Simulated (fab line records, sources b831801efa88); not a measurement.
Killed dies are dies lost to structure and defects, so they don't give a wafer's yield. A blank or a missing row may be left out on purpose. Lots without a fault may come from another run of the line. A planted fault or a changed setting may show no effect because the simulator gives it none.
Which tool did it? | flow gf180mcu | 6 lots, 17 wafers sampled, at 4 steps of a route of 602

WHAT THE GAUGES READ, wafer by wafer
GF_MIM_THK_MEAS_11: measures by xrf.
lot  | measured     | on            | MIM_ALCU_THK (nm)
L239 | day 26 06:17 | film_metro-03 | 203.0 203.9 202.2
L242 | day 26 23:51 | film_metro-02 | 195.6 197.0 195.5
L248 | day 29 01:10 | film_metro-02 | 187.4 188.9
L253 | day 30 08:47 | film_metro-03 | 202.2 200.2 199.6
L255 | day 30 18:56 | film_metro-04 | 199.8 202.5 200.1
L259 | day 31 19:31 | film_metro-04 | 199.3 196.8 198.3

WHICH TOOL RAN EACH LOT (tool, then ch and the chambers of the sampled wafers, then the start)
lot  | GF_V4_SPUTTER_22             | GF_MIM_SPUTTER_07            | GF_MIM_SPUTTER_09
L239 | pvd_sputter-04, day 26 05:07 | pvd_sputter-02, day 26 06:03 | pvd_sputter-02, day 26 06:07
L242 | pvd_sputter-01, day 26 22:39 | pvd_sputter-04, day 26 23:36 | pvd_sputter-04, day 26 23:40
L248 | pvd_sputter-01, day 28 23:59 | pvd_sputter-04, day 29 00:56 | pvd_sputter-04, day 29 01:01
L253 | pvd_sputter-02, day 30 07:28 | pvd_sputter-03, day 30 08:34 | pvd_sputter-03, day 30 08:38
L255 | pvd_sputter-04, day 30 17:46 | pvd_sputter-03, day 30 18:43 | pvd_sputter-03, day 30 18:47
L259 | pvd_sputter-01, day 31 18:19 | pvd_sputter-03, day 31 19:17 | pvd_sputter-03, day 31 19:22
- GF_V4_SPUTTER_22: material TiN, target thk 10 nm, time 40 s.
- GF_MIM_SPUTTER_07: material TiN, target thk 60 nm, time 50 s.
- GF_MIM_SPUTTER_09: material TiN, target thk 35 nm, time 29.2 s.

THE ANSWER, worked out from the rows above alone
Rule: what is usual is taken from the lots themselves. Put in order of their means at a reading, lots are off if they are a third of the lots or fewer, leave a main group of 4 or more, and stand apart from it by a gap of 3 or more times the standard deviation of the main group's means; of several such gaps the widest counts. A main group whose means are all the same, to the digits that the tables above print for the reading, isn't used. A lot without any number at a reading at which 4 lots or more have one is off too. The other lots that the step has rows for count as sound.
Off: L248, at GF_MIM_THK_MEAS_11 (MIM_ALCU_THK). The main group: mean 199.7 nm, standard deviation 2.4.
A tool fits if, at a process step before that reading, it ran every lot that is off, and no sound lot after the first of them. The gauges at GF_MIM_THK_MEAS_11 are tried like those tools. Can't be told from this: 2 tools fit, pvd_sputter-04 at GF_MIM_SPUTTER_07 and GF_MIM_SPUTTER_09, film_metro-02 at GF_MIM_THK_MEAS_11.

WHAT THE SIMULATOR HAD PUT IN
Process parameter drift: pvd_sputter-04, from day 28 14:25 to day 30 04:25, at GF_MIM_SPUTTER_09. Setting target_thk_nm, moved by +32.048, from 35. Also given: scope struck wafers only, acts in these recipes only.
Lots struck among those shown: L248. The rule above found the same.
